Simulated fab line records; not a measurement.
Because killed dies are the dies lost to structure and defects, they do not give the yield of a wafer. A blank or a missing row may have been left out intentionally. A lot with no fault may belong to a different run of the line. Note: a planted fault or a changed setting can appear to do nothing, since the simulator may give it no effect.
Which tool is to blame? :: flow sky130 :: 36 wafers from 12 lots sampled at 4 of the route's 708 steps

== WHAT THE GAUGES READ, wafer by wafer ==
No reading from a measuring or inspecting step in the record can be judged against a usual standard deviation.

== EACH LOT AND THE TOOL THAT RAN IT (in order: tool; ch and the chambers of the sampled wafers; start) ==
lot: L946
SKY_LI_CONTACT_SPUTTER_19: pvd-sputter-01, day 28 17:52
SKY_VIA4_ETCH_12: rie-diel-02 ch 1,3, day 42 09:28
SKY_VIA4_SPUTTER_17: pvd-sputter-01, day 42 10:08
SKY_METAL5_DESCUM_14: rie-metal-01 ch 0,1, day 43 09:16

lot: L947
SKY_LI_CONTACT_SPUTTER_19: pvd-sputter-04, day 29 01:26
SKY_VIA4_ETCH_12: rie-diel-03 ch 0,1,3, day 42 14:55
SKY_VIA4_SPUTTER_17: pvd-sputter-01, day 42 15:34
SKY_METAL5_DESCUM_14: rie-metal-03 ch 0,1, day 43 14:19

lot: L948
SKY_LI_CONTACT_SPUTTER_19: pvd-sputter-01, day 29 12:44
SKY_VIA4_ETCH_12: rie-diel-02 ch 0,2,3, day 43 00:23
SKY_VIA4_SPUTTER_17: pvd-sputter-04, day 43 01:05
SKY_METAL5_DESCUM_14: rie-metal-03 ch 0,1, day 43 23:34

lot: L950
SKY_LI_CONTACT_SPUTTER_19: pvd-sputter-04, day 31 00:23
SKY_VIA4_ETCH_12: rie-diel-03 ch 2,3, day 44 02:55
SKY_VIA4_SPUTTER_17: pvd-sputter-04, day 44 03:34
SKY_METAL5_DESCUM_14: rie-metal-03 ch 0, day 45 02:16

lot: L951
SKY_LI_CONTACT_SPUTTER_19: pvd-sputter-04, day 31 07:29
SKY_VIA4_ETCH_12: rie-diel-04 ch 2,3, day 44 12:50
SKY_VIA4_SPUTTER_17: pvd-sputter-04, day 44 13:30
SKY_METAL5_DESCUM_14: rie-metal-01 ch 0,1, day 45 11:38

lot: L961
SKY_LI_CONTACT_SPUTTER_19: pvd-sputter-02, day 34 00:10
SKY_VIA4_ETCH_12: rie-diel-02 ch 0,2,3, day 46 14:13
SKY_VIA4_SPUTTER_17: pvd-sputter-01, day 46 14:52
SKY_METAL5_DESCUM_14: rie-metal-03 ch 1, day 47 11:39

lot: L963
SKY_LI_CONTACT_SPUTTER_19: pvd-sputter-02, day 34 16:00
SKY_VIA4_ETCH_12: rie-diel-02 ch 0,1, day 47 01:41
SKY_VIA4_SPUTTER_17: pvd-sputter-01, day 47 02:21
SKY_METAL5_DESCUM_14: rie-metal-01 ch 0, day 47 22:56

lot: L964
SKY_LI_CONTACT_SPUTTER_19: pvd-sputter-04, day 34 17:54
SKY_VIA4_ETCH_12: rie-diel-03 ch 2,3, day 47 02:24
SKY_VIA4_SPUTTER_17: pvd-sputter-04, day 47 03:04
SKY_METAL5_DESCUM_14: rie-metal-04 ch 0,1, day 47 23:01

lot: L966
SKY_LI_CONTACT_SPUTTER_19: pvd-sputter-02, day 35 09:35
SKY_VIA4_ETCH_12: rie-diel-03 ch 0,2,3, day 47 16:07
SKY_VIA4_SPUTTER_17: pvd-sputter-04, day 47 16:46
SKY_METAL5_DESCUM_14: rie-metal-01 ch 0,1, day 48 12:20

lot: L965
SKY_LI_CONTACT_SPUTTER_19: pvd-sputter-04, day 35 19:35
SKY_VIA4_ETCH_12: rie-diel-04 ch 0,3, day 47 21:00
SKY_VIA4_SPUTTER_17: pvd-sputter-01, day 47 21:42
SKY_METAL5_DESCUM_14: rie-metal-01 ch 0,1, day 48 17:53

lot: L969
SKY_LI_CONTACT_SPUTTER_19: pvd-sputter-04, day 36 13:23
SKY_VIA4_ETCH_12: rie-diel-02 ch 0,1, day 48 14:12
SKY_VIA4_SPUTTER_17: pvd-sputter-02, day 48 14:55
SKY_METAL5_DESCUM_14: rie-metal-03 ch 0,1, day 49 08:52

lot: L968
SKY_LI_CONTACT_SPUTTER_19: pvd-sputter-01, day 36 13:37
SKY_VIA4_ETCH_12: rie-diel-03 ch 2,3, day 48 14:29
SKY_VIA4_SPUTTER_17: pvd-sputter-04, day 48 15:10
SKY_METAL5_DESCUM_14: rie-metal-03 ch 0,1, day 49 09:08
- SKY_LI_CONTACT_SPUTTER_19: material Ti, target thk 20 nm, time 106.37 s.
- SKY_VIA4_ETCH_12: etches SiO2 in C4F8/O2/Ar, stops on TiN, target depth 580 nm.
- SKY_VIA4_SPUTTER_17: material TiN, target thk 20 nm, time 80 s.
- SKY_METAL5_DESCUM_14: chemistry O2, time 11 s.

== WHAT THE TOOLS THEMSELVES READ (means of the sampled wafers that have a number; where no wafer has one, the mark that the record gives instead) ==
SKY_LI_CONTACT_SPUTTER_19. Usual: cathode-dc-power-W 2500.0 W, standard deviation 0.41; chamber-pressure-pa 5.001 Pa, standard deviation 0.011; throttle-valve-pct 29.9 %, standard deviation 1.1.
lot: L946
tool: pvd-sputter-01
cathode-dc-power-W (W): 2500.2
chamber-pressure-pa (Pa): 4.994
throttle-valve-pct (%): 29.5
flag: 

lot: L947
tool: pvd-sputter-04
cathode-dc-power-W (W): 2500.2
chamber-pressure-pa (Pa): 4.990
throttle-valve-pct (%): 30.1
flag: 

lot: L948
tool: pvd-sputter-01
cathode-dc-power-W (W): 2499.4
chamber-pressure-pa (Pa): 5.009
throttle-valve-pct (%): 29.4
flag: 

lot: L950
tool: pvd-sputter-04
cathode-dc-power-W (W): 2500.0
chamber-pressure-pa (Pa): 6.035
throttle-valve-pct (%): 28.0
flag: OFF

lot: L951
tool: pvd-sputter-04
cathode-dc-power-W (W): 2499.8
chamber-pressure-pa (Pa): 6.034
throttle-valve-pct (%): 28.2
flag: OFF

lot: L961
tool: pvd-sputter-02
cathode-dc-power-W (W): 2499.7
chamber-pressure-pa (Pa): 5.002
throttle-valve-pct (%): 29.6
flag: 

lot: L963
tool: pvd-sputter-02
cathode-dc-power-W (W): 2500.4
chamber-pressure-pa (Pa): 5.010
throttle-valve-pct (%): 30.6
flag: 

lot: L964
tool: pvd-sputter-04
cathode-dc-power-W (W): 2500.0
chamber-pressure-pa (Pa): 5.000
throttle-valve-pct (%): 30.5
flag: 

lot: L966
tool: pvd-sputter-02
cathode-dc-power-W (W): 2499.6
chamber-pressure-pa (Pa): 5.004
throttle-valve-pct (%): 29.2
flag: 

lot: L965
tool: pvd-sputter-04
cathode-dc-power-W (W): 2500.1
chamber-pressure-pa (Pa): 5.000
throttle-valve-pct (%): 31.3
flag: 

lot: L969
tool: pvd-sputter-04
cathode-dc-power-W (W): 2500.1
chamber-pressure-pa (Pa): 5.000
throttle-valve-pct (%): 31.3
flag: 

lot: L968
tool: pvd-sputter-01
cathode-dc-power-W (W): 2499.8
chamber-pressure-pa (Pa): 4.983
throttle-valve-pct (%): 28.9
flag: 

SKY_VIA4_ETCH_12. Usual: oes-product-au 0.925 a.u., standard deviation 0.0049.
lot: L946
tool: rie-diel-02
oes-product-au (a.u.): 0.925
flag: 

lot: L947
tool: rie-diel-03
oes-product-au (a.u.): 0.928
flag: 

lot: L948
tool: rie-diel-02
oes-product-au (a.u.): 0.925
flag: 

lot: L950
tool: rie-diel-03
oes-product-au (a.u.): 0.928
flag: 

lot: L951
tool: rie-diel-04
oes-product-au (a.u.): 0.922
flag: 

lot: L961
tool: rie-diel-02
oes-product-au (a.u.): 0.928
flag: 

lot: L963
tool: rie-diel-02
oes-product-au (a.u.): 0.924
flag: 

lot: L964
tool: rie-diel-03
oes-product-au (a.u.): 0.929
flag: 

lot: L966
tool: rie-diel-03
oes-product-au (a.u.): 0.927
flag: 

lot: L965
tool: rie-diel-04
oes-product-au (a.u.): 0.926
flag: 

lot: L969
tool: rie-diel-02
oes-product-au (a.u.): 0.924
flag: 

lot: L968
tool: rie-diel-03
oes-product-au (a.u.): 0.924
flag: 

SKY_VIA4_SPUTTER_17. Usual: cathode-dc-power-W 4000.0 W, standard deviation 0.61; chamber-pressure-pa 5.001 Pa, standard deviation 0.01; throttle-valve-pct 30.0 %, standard deviation 1.1.
lot: L946
tool: pvd-sputter-01
cathode-dc-power-W (W): 3999.4
chamber-pressure-pa (Pa): 5.004
throttle-valve-pct (%): 28.6
flag: 

lot: L947
tool: pvd-sputter-01
cathode-dc-power-W (W): 3999.9
chamber-pressure-pa (Pa): 4.996
throttle-valve-pct (%): 28.4
flag: 

lot: L948
tool: pvd-sputter-04
cathode-dc-power-W (W): 3999.5
chamber-pressure-pa (Pa): 5.001
throttle-valve-pct (%): 30.1
flag: 

lot: L950
tool: pvd-sputter-04
cathode-dc-power-W (W): 4000.2
chamber-pressure-pa (Pa): 5.001
throttle-valve-pct (%): 31.5
flag: 

lot: L951
tool: pvd-sputter-04
cathode-dc-power-W (W): 4000.1
chamber-pressure-pa (Pa): 5.001
throttle-valve-pct (%): 30.1
flag: 

lot: L961
tool: pvd-sputter-01
cathode-dc-power-W (W): 4000.2
chamber-pressure-pa (Pa): 4.997
throttle-valve-pct (%): 29.1
flag: 

lot: L963
tool: pvd-sputter-01
cathode-dc-power-W (W): 3999.6
chamber-pressure-pa (Pa): 5.004
throttle-valve-pct (%): 28.8
flag: 

lot: L964
tool: pvd-sputter-04
cathode-dc-power-W (W): 4000.3
chamber-pressure-pa (Pa): 5.009
throttle-valve-pct (%): 30.1
flag: 

lot: L966
tool: pvd-sputter-04
cathode-dc-power-W (W): 4000.6
chamber-pressure-pa (Pa): 4.991
throttle-valve-pct (%): 30.6
flag: 

lot: L965
tool: pvd-sputter-01
cathode-dc-power-W (W): 3999.5
chamber-pressure-pa (Pa): 5.007
throttle-valve-pct (%): 28.7
flag: 

lot: L969
tool: pvd-sputter-02
cathode-dc-power-W (W): 4000.4
chamber-pressure-pa (Pa): 5.007
throttle-valve-pct (%): 29.8
flag: 

lot: L968
tool: pvd-sputter-04
cathode-dc-power-W (W): 3999.8
chamber-pressure-pa (Pa): 5.004
throttle-valve-pct (%): 30.8
flag: 

SKY_METAL5_DESCUM_14. Usual: drypump-motor-current-A 6.1 A, standard deviation 0.43; oes-product-au 0.992 a.u., standard deviation 0.0099.
lot: L946
tool: rie-metal-01
drypump-motor-current-A (A): 6.4
oes-product-au (a.u.): 0.987
flag: 

lot: L947
tool: rie-metal-03
drypump-motor-current-A (A): 6.0
oes-product-au (a.u.): 0.990
flag: 

lot: L948
tool: rie-metal-03
drypump-motor-current-A (A): 6.0
oes-product-au (a.u.): 0.988
flag: 

lot: L950
tool: rie-metal-03
drypump-motor-current-A (A): 5.5
oes-product-au (a.u.): 1.006
flag: 

lot: L951
tool: rie-metal-01
drypump-motor-current-A (A): 6.5
oes-product-au (a.u.): 0.986
flag: 

lot: L961
tool: rie-metal-03
drypump-motor-current-A (A): 6.2
oes-product-au (a.u.): 0.988
flag: 

lot: L963
tool: rie-metal-01
drypump-motor-current-A (A): 6.3
oes-product-au (a.u.): 0.998
flag: 

lot: L964
tool: rie-metal-04
drypump-motor-current-A (A): 5.7
oes-product-au (a.u.): 0.990
flag: 

lot: L966
tool: rie-metal-01
drypump-motor-current-A (A): 6.4
oes-product-au (a.u.): 0.991
flag: 

lot: L965
tool: rie-metal-01
drypump-motor-current-A (A): 6.5
oes-product-au (a.u.): 0.986
flag: 

lot: L969
tool: rie-metal-03
drypump-motor-current-A (A): 5.7
oes-product-au (a.u.): 0.998
flag: 

lot: L968
tool: rie-metal-03
drypump-motor-current-A (A): 5.8
oes-product-au (a.u.): 1.005
flag: 

== THE ANSWER, worked out from the rows above alone ==
Rule: a lot counts as off when the mean over its wafers that have a number is more than 3 standard deviations away from the usual mean. A lot without any number at a reading at which 4 lots or more have one is off too. Where the step has rows for the other lots, those lots are counted as sound. First the gauges in route order, then the tools' own readings, where a lot's mean is used as printed above. At the first step where some lot is off, the reading lying furthest off is the one used; lots without a number count as furthest.
Off, at SKY_LI_CONTACT_SPUTTER_19 on chamber-pressure-pa: L950, L951.
A tool fits if, at that step or a process step before it, it ran every lot that is off, and no sound lot after the first of them. None of those tried fits.

== WHAT THE SIMULATOR HAD PUT IN ==
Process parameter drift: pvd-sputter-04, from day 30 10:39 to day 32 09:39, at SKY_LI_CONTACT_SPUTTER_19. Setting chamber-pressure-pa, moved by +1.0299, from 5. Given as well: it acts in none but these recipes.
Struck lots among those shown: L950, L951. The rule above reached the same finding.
